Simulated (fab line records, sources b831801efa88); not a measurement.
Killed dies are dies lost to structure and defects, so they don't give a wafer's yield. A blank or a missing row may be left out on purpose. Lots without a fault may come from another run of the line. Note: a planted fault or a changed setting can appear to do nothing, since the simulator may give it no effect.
fab line records	flow sky130
record: lots: 6	wafers: 16	last-day: 50
route steps=708 shown LDD_LDN@294 SPACER@304 POLY_CUT@307 PAD_OPEN@708
lots that met no fault: from a run of the same line without faults
start-h: start of the lot's first displayed wafer, in hours after the record's first day	wait-h: hours from the lot's prior step to this one	" identical to the entry in the row above	L1.1+2: several wafers, shown together as one row	- no value present, or no start provided	* or withheld: withheld	< > ~ a bound
route shown NAME@n: a module of which the file shows steps, and the number in the route of the first	usual: mean/standard deviation taken from wafers without a fault	same: alike in all rows	chamber/n: place in a boat	sites: the reading at each site	_std_site: standard deviation of those values	_edge_site: inner sites' mean taken away from outer sites' mean	radius-mm: for every site, how far away it sits from the centre of the wafer	mask NAME#n: copy n	behind: tool/chamber where the wafer was last shaped	hold: why the lot went on hold/how many hours it stayed there/how the hold came to an end	device: the n, p or np transistor that did not switch	end of line: the same wafers' tests at the end of the route	a step without rows: its recipe alone	killed: dies lost to structure and defects at the first sort, not the wafer's yield	map: the dies of a wafer, with x for killed, . for not killed, _ for no die there
set.NAME: the run value of the setting; set.NAME@STEP: its run value at that earlier step	model.NAME: the simulator's own value behind a step, which no gauge read
lots at selected steps of the route; one table per step, one row per wafer
services: when a tool's chamber went out of use (start-h, in hours from the record's first day, below 0 if earlier), for how many hours, and the reason
== steps ==
step: SKY_LDD_LDN_PEB_05
recipe: temp-c: withheld	time-s: *	resist: NOVOLAK
step: SKY_LDD_LDN_DEVELOP_06
recipe: resist: NOVOLAK	developer: TMAH	develop-time-s: 60	dev-temp-c: 23
step: SKY_LDD_LDN_OVL_MEAS_07
usual: LDD_LDN_OVL: -0.1/1.1
lot.wafer	tool	chamber	start-h	wait-h	LDD_LDN_OVL[nm]
L661.1	overlay-02	-	610.51	0.1	1.4
L661.5	"	-	"	"	-1.1
L661.6	"	-	"	"	-2.2
L663.3	overlay-02	-	626.27	0.1	0.0
L663.4	"	-	"	"	-0.4
L663.6	"	-	"	"	0.7
L664.1	overlay-01	-	633.85	0.1	-1.1
L664.3	"	-	"	"	-0.3
L664.5	"	-	"	"	-1.1
L666.2	overlay-01	-	654.26	0.1	0.8
L666.4	"	-	"	"	-0.2
L666.6	"	-	"	"	1.9
L672.2	overlay-02	-	697.46	0.1	-0.6
L672.5	"	-	"	"	-0.3
L673.5	overlay-02	-	702.23	0.0	1.6
L673.6	"	-	"	"	0.5
step: SKY_LDD_LDN_IMPLANT_08
recipe: species: As	energy-kev: 15	dose-cm2: 1.25e+13	tilt-deg: withheld	rotation-deg: 23
step: SKY_LDD_LDN_IMPLANT_09
recipe: species: As	energy-kev: 15	dose-cm2: 1.25e+13	tilt-deg: withheld	rotation-deg: 113
step: SKY_LDD_LDN_IMPLANT_10
recipe: species: As	energy-kev: 15	dose-cm2: 1.25e+13	tilt-deg: withheld	rotation-deg: 203
step: SKY_LDD_LDN_IMPLANT_11
recipe: species: As	energy-kev: 15	dose-cm2: 1.25e+13	tilt-deg: withheld	rotation-deg: 293
step: SKY_LDD_LDN_STRIP_12
recipe: chemistry: O2/N2	power-w: 1400	pressure-mtorr: 1500	platen-temp-c: withheld	o2-flow-sccm: 3000	n2-flow-sccm: 300	overash-fraction: 0.5
usual: drypump-motor-current-A: 5.6/0.31	oes-product-au: 0.715/0.005	strip-time-to-endpoint-s: 14.17/0.045
lot.wafer	tool	chamber	start-h	wait-h	drypump-motor-current-A	oes-product-au	rf-hours-counter-h	strip-time-to-endpoint-s
L661.1	plasma-asher-03	1	611.14	0.1	5.9	0.713	78	14.12
L661.5	"	0	"	"	6.2	0.717	-	14.17
L661.6	"	1	"	"	5.9	0.710	-	14.15
L663.3	plasma-asher-01	0	626.93	0.1	5.4	0.715	-	14.09
L663.4	"	1	"	"	5.3	0.716	-	14.20
L663.6	"	0	"	"	5.4	0.722	-	14.18
L664.1	plasma-asher-04	1	634.48	0.1	5.8	0.723	96	14.08
L664.3	"	1	"	"	5.7	0.715	-	14.09
L664.5	"	0	"	"	5.9	0.722	-	14.11
L666.2	plasma-asher-01	1	654.89	0.1	5.3	0.714	55	14.16
L666.4	"	1	"	"	5.3	0.713	-	14.16
L666.6	"	0	"	"	5.4	0.705	-	14.17
L672.2	plasma-asher-04	1	698.09	0.1	5.8	0.707	105	14.17
L672.5	"	0	"	"	5.9	0.724	-	14.18
L673.5	plasma-asher-04	0	702.91	0.1	5.9	0.719	-	14.22
L673.6	"	1	"	"	5.8	0.713	-	14.20
step: SKY_LDD_LDN_TW_MEAS_13
usual: LDD_LDN_TW: 1487/7.3
lot.wafer	tool	chamber	start-h	wait-h	LDD_LDN_TW
L661.1	film-metro-04	-	611.24	0.1	1486
L661.5	"	-	"	"	1494
L661.6	"	-	"	"	1493
L663.3	film-metro-01	-	627.01	0.1	1503
L663.4	"	-	"	"	1498
L663.6	"	-	"	"	1503
L664.1	film-metro-01	-	634.58	0.1	1494
L664.3	"	-	"	"	1493
L664.5	"	-	"	"	1497
L666.2	film-metro-01	-	655.00	0.1	1491
L666.4	"	-	"	"	1493
L666.6	"	-	"	"	1499
L672.2	film-metro-02	-	698.20	0.1	1490
L672.5	"	-	"	"	1482
L673.5	film-metro-01	-	702.98	0.0	1504
L673.6	"	-	"	"	1497
step: SKY_LDD_LDN_CLEAN_14
recipe: chemistry: SC1/SC2	mix: 1:4:20	temp-c: 70	time-s: 150	dry: n2-spin
step: SKY_SPACER_CVD_00
recipe: material: Si3N4	precursor: DCS/NH3	target-thk-nm: 43.1	temp-c: 770	time-s: 740	pressure-mtorr: 250
step: SKY_SPACER_THK_MEAS_01
recipe: reads: Si3N4_of_SPACER_CVD_00
usual: SPACER_CVD_00_THK: 43.4/0.47
lot.wafer	tool	chamber	start-h	wait-h	SPACER_CVD_00_THK[nm]
L661.1	film-metro-02	-	614.06	0.0	44.2
L661.5	"	-	"	"	44.2
L661.6	"	-	"	"	44.2
L663.3	film-metro-03	-	632.53	0.0	43.5
L663.4	"	-	"	"	43.7
L663.6	"	-	"	"	43.4
L664.1	film-metro-02	-	640.87	0.0	44.6
L664.3	"	-	"	"	44.8
L664.5	"	-	"	"	44.8
L666.2	film-metro-03	-	657.96	0.0	43.4
L666.4	"	-	"	"	43.6
L666.6	"	-	"	"	43.3
L672.2	film-metro-02	-	701.69	0.0	43.4
L672.5	"	-	"	"	43.3
L673.5	film-metro-01	-	708.72	0.0	43.4
L673.6	"	-	"	"	43.2
step: SKY_SPACER_ETCHBACK_02
recipe: chemistry: CH3F/O2	target: Si3N4	stop-on: SiO2	source-w: 400	bias-w: 80	pressure-mtorr: 25	ch3f-flow-sccm: 40	O2_flow_sccm: 30	time-s: 46.7	target-depth-a: 450
usual: drypump-motor-current-A: 5.8/0.49	oes-product-au: 0.858/0.0069	throttle-valve-pct: 10.563/0.0096
lot.wafer	tool	chamber	start-h	wait-h	drypump-motor-current-A	oes-product-au	rf-hours-counter-h	throttle-valve-pct	model.SiO2_of_SONOS_ONO_CVD_04.thk-nm
L661.1	rie-diel-04	1	614.12	0.1	5.7	0.873	5	10.555	4.008
L661.5	"	3	"	"	6.6	0.869	-	10.564	4.013
L661.6	"	2	"	"	5.6	0.866	-	10.568	4.001
L663.3	rie-diel-02	1	632.57	0.0	6.1	0.860	6	10.583	4.276
L663.4	"	0	"	"	6.3	0.854	-	10.561	4.182
L663.6	"	1	"	"	6.1	0.854	-	10.577	4.225
L664.1	rie-diel-04	0	640.93	0.1	4.9	0.861	6	10.556	4.402
L664.3	"	2	"	"	5.6	0.873	13	10.559	4.385
L664.5	"	1	"	"	5.7	0.876	-	10.555	4.38
L666.2	rie-diel-01	3	658.01	0.0	5.6	0.858	6	10.551	4.152
L666.4	"	2	"	"	5.1	0.858	-	10.566	4.147
L666.6	"	1	"	"	6.0	0.858	-	10.568	4.238
L672.2	rie-diel-02	2	701.74	0.0	6.2	0.859	1	10.547	4.133
L672.5	"	0	"	"	6.3	0.862	-	10.578	1.203
L673.5	rie-diel-02	0	708.76	0.0	6.3	0.857	-	10.560	1.256
L673.6	"	1	"	"	6.1	0.864	-	10.591	1.344
step: SKY_POLY_CUT_DEHYDRATE_00
recipe: temp-c: 200	time-s: 60
step: SKY_POLY_CUT_HMDS_01
recipe: prime-time-s: 60	prime-temp-c: 120
step: SKY_POLY_CUT_COAT_02
recipe: resist: BARC	temp-c: withheld	time-s: withheld	spin-rpm: 3000	resist-thk-nm: 60
step: SKY_POLY_CUT_COAT_03
recipe: resist: KrF-thick	spin-rpm: 3000	resist-thk-nm: 450
step: SKY_POLY_CUT_SOFTBAKE_04
recipe: temp-c: 100	time-s: 90	resist: KrF-thick
step: SKY_POLY_CUT_EXPOSE_05
recipe: mask-id: NPCM	na: 0.8	source-shape: annular	sigma-inner: 0.55	sigma-outer: 0.85	target-cd-nm: 270	dose-mj: 32
step: SKY_POLY_CUT_PEB_06
recipe: peb-temp-c: withheld	peb-time-s: withheld	resist: KrF-thick
step: SKY_POLY_CUT_DEVELOP_07
recipe: develop-time-s: 60	resist: KrF-thick	dev-temp-c: 21
step: SKY_POLY_CUT_CD_MEAS_08
recipe: target-cd-nm: 270
usual: cd-nm: 269.8/1.3
lot.wafer	tool	chamber	start-h	wait-h	cd-nm
L661.1	cd-sem-01	-	642.67	-	270.6
L661.5	"	-	"	"	269.6
L661.6	"	-	"	"	269.7
L663.3	cd-sem-02	-	661.09	-	268.7
L663.4	"	-	"	"	268.6
L663.6	"	-	"	"	269.4
L664.1	cd-sem-02	-	669.17	-	271.2
L664.3	"	-	"	"	270.5
L664.5	"	-	"	"	270.4
L666.2	cd-sem-02	-	686.52	-	271.1
L666.4	"	-	"	"	269.5
L666.6	"	-	"	"	271.6
L672.2	cd-sem-01	-	729.14	-	267.7
L672.5	"	-	"	"	266.3
L673.5	cd-sem-02	-	736.15	-	271.1
L673.6	"	-	"	"	270.8
step: SKY_POLY_CUT_OVL_MEAS_09
usual: POLY_CUT_OVL: 1/4.2
lot.wafer	tool	chamber	start-h	wait-h	POLY_CUT_OVL[nm]
L661.1	overlay-01	-	642.79	0.1	0
L661.5	"	-	"	"	2
L661.6	"	-	"	"	0
L663.3	overlay-02	-	661.18	0.1	-1
L663.4	"	-	"	"	7
L663.6	"	-	"	"	9
L664.1	overlay-01	-	669.29	0.1	0
L664.3	"	-	"	"	2
L664.5	"	-	"	"	2
L666.2	overlay-02	-	686.63	0.1	4
L666.4	"	-	"	"	-4
L666.6	"	-	"	"	3
L672.2	overlay-02	-	729.25	0.1	-5
L672.5	"	-	"	"	-6
L673.5	overlay-01	-	736.21	0.0	-5
L673.6	"	-	"	"	-4
step: SKY_POLY_CUT_ETCH_10
recipe: chemistry: N2/H2	target: BARC	ion-energy-ev: 200	source-w: 500	bias-w: 100	pressure-mtorr: 30	n2-flow-sccm: 100	h2-flow-sccm: 200	stop-on: SiO2	time-s: 45.9	target-depth-a: 600
usual: drypump-motor-current-A: 5.7/0.45	oes-product-au: 0.855/0.0052	throttle-valve-pct: 13.225/0.0099
lot.wafer	tool	chamber	start-h	wait-h	drypump-motor-current-A	oes-product-au	rf-hours-counter-h	throttle-valve-pct
L661.1	rie-diel-03	0	642.83	0.0	5.9	0.860	9	13.232
L661.5	"	2	"	"	5.4	0.857	-	13.237
L661.6	"	3	"	"	5.7	0.855	-	13.224
L663.3	rie-diel-01	3	661.20	0.0	5.7	0.855	6	13.223
L663.4	"	3	"	"	5.7	0.851	-	13.228
L663.6	"	1	"	"	5.9	0.849	-	13.222
L664.1	rie-diel-04	2	669.33	0.0	5.6	0.863	14	13.208
L664.3	"	0	"	"	4.9	0.854	6	13.214
L664.5	"	2	"	"	5.6	0.862	-	13.229
L666.2	rie-diel-04	1	686.66	0.0	5.7	0.857	6	13.226
L666.4	"	3	"	"	6.7	0.847	11	13.218
L666.6	"	1	"	"	5.7	0.853	-	13.237
L672.2	rie-diel-04	0	729.28	0.0	4.9	0.850	8	13.238
L672.5	"	2	"	"	5.6	0.851	-	13.225
L673.5	rie-diel-04	0	736.25	0.0	4.9	0.862	-	13.228
L673.6	"	3	"	"	6.6	0.857	-	13.208
step: SKY_POLY_CUT_ETCH_11
recipe: target: Si3N4	chemistry: CF4/CH2F2/Ar	stop-on: poly-Si	source-w: 600	bias-w: 150	pressure-mtorr: 40	cf4-flow-sccm: 40	ch2f2-flow-sccm: 20	Ar_flow_sccm: 150	time-s: 42.5	target-depth-a: 600
usual: drypump-motor-current-A: 5.7/0.45	oes-product-au: 0.830/0.0074	throttle-valve-pct: 14.993/0.0096
lot.wafer	tool	chamber	start-h	wait-h	drypump-motor-current-A	oes-product-au	rf-hours-counter-h	throttle-valve-pct	model.POLY_CUT.feature-depth-nm	model.etch.depth-nm
L661.1	rie-diel-03	0	642.87	0.0	5.8	0.835	9	14.995	62.34	62.34
L661.5	"	2	"	"	5.4	0.828	-	15.003	61.77	61.77
L661.6	"	3	"	"	5.8	0.821	-	14.984	61.52	61.52
L663.3	rie-diel-01	3	661.25	0.0	5.6	0.830	6	14.996	61.96	61.96
L663.4	"	3	"	"	5.6	0.823	-	14.978	61.48	61.48
L663.6	"	1	"	"	5.9	0.826	-	15.002	61.85	61.85
L664.1	rie-diel-04	2	669.37	0.0	5.6	0.829	14	14.991	61.2	61.2
L664.3	"	0	"	"	4.9	0.826	6	14.993	60.91	60.91
L664.5	"	2	"	"	5.6	0.812	-	15.002	60.85	60.85
L666.2	rie-diel-04	1	686.70	0.0	5.7	0.822	6	14.996	60.11	60.11
L666.4	"	3	"	"	6.7	0.816	11	14.995	60.28	60.28
L666.6	"	1	"	"	5.7	0.812	-	14.991	60.6	60.6
L672.2	rie-diel-04	0	729.32	0.0	4.9	0.831	8	15.002	62.25	62.25
L672.5	"	2	"	"	5.6	0.764	-	14.983	54.03	54.03
L673.5	rie-diel-04	0	736.29	0.0	4.9	0.768	-	14.999	53.95	53.95
L673.6	"	3	"	"	6.7	0.779	-	14.974	54.81	54.81
step: SKY_POLY_CUT_STRIP_12
recipe: chemistry: O2/N2	power-w: 1400	pressure-mtorr: 1500	platen-temp-c: withheld	o2-flow-sccm: 3000	n2-flow-sccm: 300	overash-fraction: 0.5
usual: drypump-motor-current-A: 5.4/0.43	oes-product-au: 0.452/0.0046	strip-time-to-endpoint-s: 5.354/0.015
lot.wafer	tool	chamber	start-h	wait-h	drypump-motor-current-A	oes-product-au	rf-hours-counter-h	strip-time-to-endpoint-s
L661.1	plasma-asher-02	1	642.91	0.0	4.7	0.452	21	5.350
L661.5	"	0	"	"	5.7	0.458	-	5.365
L661.6	"	1	"	"	4.7	0.447	-	5.367
L663.3	plasma-asher-02	0	661.32	0.1	5.7	0.451	-	5.341
L663.4	"	1	"	"	4.7	0.450	-	5.375
L663.6	"	0	"	"	5.7	0.454	-	5.376
L664.1	plasma-asher-01	0	669.41	0.0	5.4	0.450	57	5.337
L664.3	"	1	"	"	5.3	0.453	-	5.344
L664.5	"	1	"	"	5.3	0.459	-	5.356
L666.2	plasma-asher-01	1	686.74	0.0	5.3	0.445	59	5.330
L666.4	"	0	"	"	5.4	0.456	-	5.344
L666.6	"	0	"	"	5.4	0.452	-	5.363
L672.2	plasma-asher-02	1	729.36	0.0	4.8	0.453	31	5.372
L672.5	"	0	"	"	5.7	0.446	-	5.332
L673.5	plasma-asher-02	0	736.38	0.1	5.7	0.441	-	5.356
L673.6	"	1	"	"	4.7	0.447	-	5.367
step: SKY_PAD_OPEN_PROBE_99
lot.wafer	tool	chamber	start-h	wait-h	model.etest.pfet_01v8.r-on-ohm-um	model.etest.nfet-g5v0d10v5.r-on-ohm-um	model.etest.sonos-uncharged.r-on-ohm-um	model.etest.res-pdiff.line-ohm-um	model.etest.nfet_01v8_lvt.drive-ua-um	model.etest.pfet_01v8.drive-ua-um	model.etest.res-ndiff.line-ohm-um	model.etest.pfet_01v8_hvt.drive-ua-um
L661.1	prober-01	-	1130.07	0.1	3081	1938	825.9	1372	537.7	179	769.7	133.1
L661.5	prober-01	-	1130.27	0.2	3050	1904	824.8	1383	546.1	182	773.6	134.5
L661.6	prober-01	-	1130.32	0.2	2967	1894	814.2	1370	566.2	186.9	776.1	139.3
L663.3	prober-01	-	1144.13	0.2	2835	1868	799.4	1352	614.1	199.6	768.3	148.9
L663.4	prober-01	-	1144.18	0.2	2896	1910	831.2	1364	589	192.9	770.4	144.2
L663.6	prober-01	-	1144.28	0.2	2823	1890	797.4	1336	607	195.6	768	147.8
L664.1	prober-02	-	1151.58	0.1	2904	1914	827.3	1408	555.2	191.1	786.7	142.8
L664.3	prober-02	-	1151.68	0.2	2933	1918	826.4	1377	572.7	192.2	778.5	142.6
L664.5	prober-02	-	1151.78	0.2	2990	1933	834.7	1382	540.6	185.1	774.6	135.4
L666.2	prober-02	-	1161.97	0.1	2839	1846	794.1	1382	585.9	197.8	759.1	145.2
L666.4	prober-02	-	1162.07	0.2	2870	1860	797.9	1368	586.5	194.1	760.5	146.1
L666.6	prober-02	-	1162.17	0.2	2860	1847	800.6	1385	578.9	194.3	764.7	144.6
L672.2	prober-02	-	1187.34	0.1	2952	1895	800	1324	568.4	186.6	752.2	139.7
L672.5	prober-02	-	1187.49	0.2	2613	1812	750.1	1281	595.3	218.5	738.6	162.4
L673.5	prober-01	-	1192.86	0.2	2670	1826	771.2	1329	591	210	743.7	158.5
L673.6	prober-01	-	1192.91	0.2	2659	1829	769.8	1333	589.3	212.4	738.6	158
killed by level:class
L661.1 POLY_GATE:geometric-particle:short=7 LI_CONTACT:geometric-particle:open=6 CONTACT:geometric-particle:open=5 VIA1:geometric-particle:open=5 VIA3:geometric-particle:open=5 FIELD_ISO:geometric-particle:short=4 FIELD_ISO:geometric-particle:open=4 CONTACT:geometric-particle:short=4
L661.5 CONTACT:geometric-particle:open=13 VIA1:geometric-particle:open=9 METAL2:geometric-particle:short=8 VIA1:geometric-particle:short=7 VIA3:geometric-particle:open=6 CONTACT:geometric-particle:short=6 VIA2:geometric-particle:open=6 LOCAL_INTERCONNECT:geometric-particle:short=5
L661.6 CONTACT:geometric-particle:open=12 VIA1:geometric-particle:open=10 LI_CONTACT:geometric-particle:open=7 METAL1:geometric-particle:short=6 POLY_GATE:geometric-particle:short=5 POLY_GATE:geometric-particle:open=5 CONTACT:geometric-particle:short=5 VIA3:geometric-particle:open=5
L663.3 VIA1:geometric-particle:open=17 LI_CONTACT:geometric-particle:open=9 POLY_GATE:geometric-particle:open=6 CONTACT:geometric-particle:short=6 METAL2:geometric-particle:short=6 CONTACT:geometric-particle:open=6 VIA3:geometric-particle:open=6 LOCAL_INTERCONNECT:geometric-particle:short=5
L663.4 VIA1:geometric-particle:open=17 CONTACT:geometric-particle:open=11 FIELD_ISO:geometric-particle:open=6 POLY_GATE:geometric-particle:short=5 METAL2:geometric-particle:short=5 METAL1:geometric-particle:short=5 POLY_GATE:geometric-particle:open=4 VIA2:geometric-particle:short=4
L663.6 METAL1:geometric-particle:short=8 VIA3:geometric-particle:open=8 LI_CONTACT:geometric-particle:open=7 FIELD_ISO:geometric-particle:open=5 CONTACT:geometric-particle:open=5 VIA1:geometric-particle:open=5 METAL2:geometric-particle:short=5 METAL4:geometric-particle:short=5
L664.1 VIA1:geometric-particle:open=12 VIA1:geometric-particle:short=10 VIA3:geometric-particle:open=9 VIA2:geometric-particle:open=7 LOCAL_INTERCONNECT:geometric-particle:short=6 METAL2:geometric-particle:short=4 METAL3:geometric-particle:short=4 FIELD_ISO:geometric-particle:short=3
L664.3 LI_CONTACT:geometric-particle:open=11 VIA1:geometric-particle:open=7 LOCAL_INTERCONNECT:geometric-particle:short=6 CONTACT:geometric-particle:open=6 VIA2:geometric-particle:open=6 METAL4:geometric-particle:short=5 FIELD_ISO:geometric-particle:open=4 FIELD_ISO:geometric-particle:short=4
L664.5 VIA3:geometric-particle:open=12 VIA2:geometric-particle:open=11 CONTACT:geometric-particle:open=8 POLY_GATE:geometric-particle:open=7 CONTACT:geometric-particle:short=5 METAL2:geometric-particle:short=5 METAL1:geometric-particle:short=4 FIELD_ISO:geometric-particle:short=3
L666.2 METAL2:geometric-particle:short=15 CONTACT:geometric-particle:open=9 METAL1:geometric-particle:short=7 VIA3:geometric-particle:open=7 FIELD_ISO:geometric-particle:open=6 VIA2:geometric-particle:open=5 VIA1:geometric-particle:open=5 FIELD_ISO:geometric-particle:short=4
L666.4 VIA1:geometric-particle:open=13 CONTACT:geometric-particle:open=11 METAL2:geometric-particle:short=8 VIA1:geometric-particle:short=7 LI_CONTACT:geometric-particle:open=6 VIA2:geometric-particle:open=5 VIA3:geometric-particle:short=4 VIA3:geometric-particle:open=4
L666.6 VIA1:geometric-particle:open=11 CONTACT:geometric-particle:open=8 METAL2:geometric-particle:short=7 FIELD_ISO:geometric-particle:short=6 VIA2:geometric-particle:open=6 VIA3:geometric-particle:open=5 METAL4:geometric-particle:short=5 POLY_GATE:geometric-particle:short=4
== services ==
tool	chamber	start-h	hours	kind
plasma-asher-03	-	622.40	82.2	repair
rie-diel-02	2	629.45	20.4	repair
rie-diel-02	3	634.84	6.0	repair
rie-diel-01	0	635.23	5.8	repair
rie-diel-01	-	636.04	2.8	pm
rie-diel-04	1	642.08	8.2	repair
rie-diel-01	0	646.89	18.4	repair
rie-diel-02	2	649.90	-	clean
rie-diel-02	2	649.90	19.8	scheduled-down
rie-diel-02	2	649.90	19.8	vent-cycle
rie-diel-02	3	650.54	15.5	repair
rie-diel-04	2	658.31	6.6	repair
rie-diel-02	0	669.70	-	clean
rie-diel-02	0	669.70	17.1	scheduled-down
rie-diel-02	0	669.70	17.1	vent-cycle
rie-diel-01	2	686.71	35.9	repair
plasma-asher-01	-	710.08	14.6	pm
rie-diel-01	0	720.45	3.4	repair
plasma-asher-04	-	733.75	9.0	pm
plasma-asher-04	0	733.75	9.0	vent-cycle
plasma-asher-04	1	733.75	9.0	vent-cycle
rie-diel-03	-	735.82	14.6	pm
== key ==
first-sign: step: SKY_POLY_CUT_ETCH_11	reading: oes-product-au	direction: down	sigmas: 8.1	usual: 0.830	struck: 0.770
effect none on later readings
model-effect: step: SKY_SPACER_ETCHBACK_02	value: SiO2_of_SONOS_ONO_CVD_04.thk-nm	without: 4.244	struck: 1.268
model-effect: step: SKY_POLY_CUT_ETCH_11	value: POLY_CUT.feature-depth-nm	without: 62.58	struck: 54.26
model-effect: step: SKY_PAD_OPEN_PROBE_99	value: etest.pfet_01v8.r-on-ohm-um	without: 2918	struck: 2647
met-at SKY_SPACER_ETCHBACK_02
struck-wafers L672.5,L673.5,L673.6
sort-left-out L672.5,L673.5,L673.6
tester-left-out L672,L673
onset-between 632.57 701.74
fault: kind: process-parameter-drift	tool: rie-diel-02	chamber: -	onset-h: 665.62	steps: SKY_SPACER_ETCHBACK_02	channel: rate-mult	offset: 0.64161	shape: step	end-h: 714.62	scope: struck-wafers-only
tester-left-out: of these lots the tester's yield and bins aren't shown, on N5 and GAA mostly nor the transistor test; their killed dies are dies lost to structure and defects alone, not to doping, threshold or leakage, so they don't give the yield
sort-left-out: the simulated sort isn't trusted on such a fault, so these wafers' sort isn't shown, and their yield isn't known
